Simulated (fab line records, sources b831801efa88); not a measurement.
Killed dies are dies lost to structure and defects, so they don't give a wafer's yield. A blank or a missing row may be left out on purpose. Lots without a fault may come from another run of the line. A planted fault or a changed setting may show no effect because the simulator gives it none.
Which tool did it? | flow gf180mcu | 6 lots, 18 wafers sampled, at 4 steps of a route of 602

WHAT THE GAUGES READ, wafer by wafer
GF_M1_THK_MEAS_06: measures by xrf.
lot  | measured     | on            | M1_ALCU_THK (nm)
L947 | day 17 09:42 | film_metro-03 | 452 448 447
L949 | day 17 16:34 | film_metro-02 | 452 456 447
L955 | day 19 23:13 | film_metro-03 | 444 444 447
L957 | day 20 22:43 | film_metro-01 | 453 450 458
L961 | day 21 22:27 | film_metro-02 | 456 459 457
L965 | day 23 16:07 | film_metro-02 | 455 459 448

WHICH TOOL RAN EACH LOT (tool, then ch and the chambers of the sampled wafers, then the start)
lot  | GF_MVPSD_EXPOSE_04                 | GF_CONTACT_ETCH_16                 | GF_CONTACT_SPUTTER_22
L947 | iline_stepper-02 ch 0, day 5 07:13 | rie_diel-02 ch 1,2,3, day 17 08:04 | pvd_sputter-01, day 17 08:32
L949 | iline_stepper-01 ch 0, day 5 15:51 | rie_diel-02 ch 0,1, day 17 14:58   | pvd_sputter-04, day 17 15:26
L955 | iline_stepper-02 ch 0, day 7 06:08 | rie_diel-03 ch 2,3, day 19 21:37   | pvd_sputter-03, day 19 22:11
L957 | iline_stepper-01 ch 0, day 7 21:35 | rie_diel-03 ch 0,3, day 20 20:19   | pvd_sputter-04, day 20 20:47
L961 | iline_stepper-02 ch 0, day 8 16:52 | rie_diel-03 ch 0,1,2, day 21 20:58 | pvd_sputter-04, day 21 21:26
L965 | iline_stepper-02 ch 0, day 9 16:01 | rie_diel-03 ch 1,2,3, day 23 14:37 | pvd_sputter-04, day 23 15:05
- GF_MVPSD_EXPOSE_04: exposes mask MVPSD, target cd 1000 nm.
- GF_CONTACT_ETCH_16: etches BARC in N2/H2.
- GF_CONTACT_SPUTTER_22: material Ti, target thk 15 nm, time 80.02 s.

THE ANSWER, worked out from the rows above alone
Rule: what is usual is taken from the lots themselves. Put in order of their means at a reading, lots are off if they are a third of the lots or fewer, leave a main group of 4 or more, and stand apart from it by a gap of 3 or more times the standard deviation of the main group's means; of several such gaps the widest counts. A main group whose means are all the same, to the digits that the tables above print for the reading, isn't used. A lot without any number at a reading at which 4 lots or more have one is off too. The other lots that the step has rows for count as sound.
No lot is off at any reading shown: from this, nothing can be told.

WHAT THE SIMULATOR HAD PUT IN
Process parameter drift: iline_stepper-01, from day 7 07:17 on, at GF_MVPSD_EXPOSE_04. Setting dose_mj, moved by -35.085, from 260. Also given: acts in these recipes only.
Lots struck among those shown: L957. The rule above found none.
